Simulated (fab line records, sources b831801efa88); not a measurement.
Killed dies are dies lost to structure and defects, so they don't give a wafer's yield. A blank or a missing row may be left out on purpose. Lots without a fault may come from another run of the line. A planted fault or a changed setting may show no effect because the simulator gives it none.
One fault seen from 2 desks | flow gf180mcu | each desk has only its own numbers; what lay behind them comes last

THE TOOL OWNER'S DESK: pecvd-01
The tool's own readings at GF_MIM_CVD_05 (deposits Si3N4, target thk 42 nm, time 29.086 s): means of the sampled wafers that have a number, for each lot that ran on this tool. A lot is out of limits, marked OUT, if its mean lies more than 4 standard deviations from the usual mean; the brackets give that distance.
Columns: A = heater_power_outer_w at GF_MIM_CVD_05, usual 353 W; B = heater_power_w at GF_MIM_CVD_05, usual 610 W
lot  | first seen here | A   | B
L137 | day 25 06:07    | 267 | 466
L140 | day 26 02:17    | 274 | 476
L141 | day 26 09:05    | 354 | 609
L143 | day 27 05:16    | 307 | 518
L153 | day 30 06:37    | 307 | 509
This desk's finding: nothing out of limits on any of the 5 lots.

THE METROLOGY DESK
What the gauges read, lot by lot, whatever tool the lot ran on: means of the sampled wafers that have a number. A lot is out of limits, marked OUT, if its mean lies more than 4 standard deviations from the usual mean; the brackets give that distance.
Columns: A = MIM_CVD_05_THK at GF_MIM_THK_MEAS_06, usual 41.8 nm; B = MIM_ALCU_THK at GF_MIM_THK_MEAS_11, usual 199.0 nm
lot  | first seen here | A               | B
L135 | day 24 06:40    | 41.5            | 200.5
L137 | day 25 06:09    | 41.6            | 202.1
L140 | day 26 02:20    | 50.5 (+16) OUT  | 199.5
L141 | day 26 09:08    | 50.5 (+16) OUT  | 200.7
L143 | day 27 05:18    | 46.2 (+8.0) OUT | 197.2
L148 | day 28 17:30    | 41.5            | 201.4
L150 | day 29 06:52    | 41.4            | 202.2
L153 | day 30 06:40    | 41.6            | 199.8
L154 | day 30 14:58    | 41.7            | 200.1
L155 | day 30 18:46    | 42.1            | 197.6
L156 | day 30 20:55    | 41.2            | 199.6
L157 | day 30 23:40    | 41.6            | 203.1
L158 | day 31 08:55    | 41.7            | 192.9
This desk's finding: out of limits on L140, L141, L143; first on L140, day 26 02:20 (MIM_CVD_05_THK at GF_MIM_THK_MEAS_06). In limits: L135, L137, L148, L150, L153, L154, L155, L156, L157, L158.

PUT TOGETHER
The metrology desk could have raised an alarm at day 26 02:20, on L140, L141, L143.
The tool owner's desk saw nothing out of limits.
The tool owner's desk has L140, L141, L143 on record, within its limits.
Of the lots named, all ran GF_MIM_CVD_05 on pecvd-01.

WHAT THE SIMULATOR HAD PUT IN
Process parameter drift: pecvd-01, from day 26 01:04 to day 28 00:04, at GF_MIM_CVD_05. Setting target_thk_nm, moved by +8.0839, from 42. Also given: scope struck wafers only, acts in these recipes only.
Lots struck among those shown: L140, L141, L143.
Hours from the fault's start to each desk's first reading out of limits: the metrology desk, 1.
